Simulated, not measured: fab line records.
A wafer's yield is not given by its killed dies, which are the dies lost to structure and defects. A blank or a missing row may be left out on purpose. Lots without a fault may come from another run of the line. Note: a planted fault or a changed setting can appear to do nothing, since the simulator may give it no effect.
Matching of chambers ; flow gf180mcu ; 4 sister chambers for GF_V1_CMP_26 on cmp-01
The step polishes, stops on SiO2, t overpolish 15 s, target thk 0 nm. 8 wafers are shown with their chamber, then 8 later ones without.

WAFERS WITH THEIR CHAMBER
wafer;chamber;motor-current-A (A);time-to-endpoint-s (s)
L939.6;0;11.8;92
L941.1;0;11.9;89
L941.2;1;9.4;85
L941.4;3;11.6;86
L947.3;3;11.5;85
L947.5;2;11.5;88
L947.6;1;9.7;83
L950.2;2;10.8;85

WAFERS MISSING THEIR CHAMBER
wafer;motor-current-A (A);time-to-endpoint-s (s)
L950.5;12.0;83
L950.6;11.1;88
L952.4;11.7;87
L952.5;11.8;89
L952.6;12.4;82
L955.1;11.2;79
L955.2;9.8;75
L955.3;11.4;87

WHICH CHAMBER EACH WENT THROUGH
wafer;from the rows above;in truth
L950.5;can't be placed: 3 or 2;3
L950.6;can't be placed: 2 or 3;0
L952.4;can't be placed: 3 or 2 or 0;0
L952.5;can't be placed: 0 or 3 or 2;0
L952.6;can't be placed: 3 or 2 or 0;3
L955.1;can't be placed: 3 or 2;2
L955.2;1;1
L955.3;can't be placed: 2 or 3 or 0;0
Correctly placed: 1 of 8. From these rows, 7 cannot be placed; in 6 the true chamber is one of the candidates. Wrongly placed: 0.
How it was worked out, from the rows above alone: a wafer's distance from a chamber is the root of the sum, over the readings, of the square of ((its reading less the chamber's mean) divided by the reading's scatter). If the next closest chamber is less than 2 further off than the closest, the wafer can't be placed; otherwise it belongs to the closest. The mean given for a chamber averages the wafers shown for that chamber. The scatter is the square root of a quotient: the sum, over the shown wafers, of each reading's squared deviation from its chamber's mean, divided by wafers minus chambers.
